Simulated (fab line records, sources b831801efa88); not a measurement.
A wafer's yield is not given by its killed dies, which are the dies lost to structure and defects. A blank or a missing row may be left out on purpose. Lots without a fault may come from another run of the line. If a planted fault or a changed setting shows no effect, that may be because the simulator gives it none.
Which tool was responsible?	flow sky130	Sampling: 7 lots, 20 wafers, 2 of 708 route steps

## WHAT THE GAUGES READ, wafer by wafer
SKY_LOCAL_INTERCONNECT_CD_MEAS_11 targets a cd of 170 nm.
lot	measured	on	cd-nm (nm)
L359	day 30 18:20	cd-sem-01	171.7 169.8 171.3
L365	day 33 00:34	cd-sem-01	182.0 168.7
L372	day 35 00:26	cd-sem-02	168.6 169.1 170.4
L374	day 35 15:35	cd-sem-01	171.2 170.9 171.8
L376	day 36 07:01	cd-sem-02	172.5 173.1 173.2
L378	day 36 18:59	cd-sem-01	168.7 169.2 167.7
L381	day 37 11:49	cd-sem-02	171.1 168.6 171.3

## WHAT TOOL EACH LOT RAN ON (gives the tool, then ch and the chambers of the sampled wafers, and finally the start)
lot	SKY_LOCAL_INTERCONNECT_DEVELOP_10
L359	litho-track-04 ch 0, day 30 18:00
L365	litho-track-03 ch 0, day 33 00:00
L372	litho-track-04 ch 0, day 35 00:00
L374	litho-track-04 ch 0, day 35 15:00
L376	litho-track-03 ch 0, day 36 06:00
L378	litho-track-02 ch 0, day 36 18:00
L381	litho-track-03 ch 0, day 37 11:00
- SKY_LOCAL_INTERCONNECT_DEVELOP_10: develop time 60 s.

## THE ANSWER, worked out from the rows above alone
Rule: usual is defined by the lots themselves. Put in order of their means at a reading, lots are off if they are a third of the lots or fewer, leave a main group of 4 or more, and stand apart from it by a gap of 3 or more times the standard deviation of the main group's means; of several such gaps the widest counts. Not used: any main group whose means are identical at the precision the tables above print for the reading. Also off: a lot with no number at a reading for which 4 or more lots have one. All remaining lots with rows at the step are treated as sound.
No lot is off on any of the readings shown, so nothing can be concluded from this.

## WHAT THE SIMULATOR HAD INSERTED
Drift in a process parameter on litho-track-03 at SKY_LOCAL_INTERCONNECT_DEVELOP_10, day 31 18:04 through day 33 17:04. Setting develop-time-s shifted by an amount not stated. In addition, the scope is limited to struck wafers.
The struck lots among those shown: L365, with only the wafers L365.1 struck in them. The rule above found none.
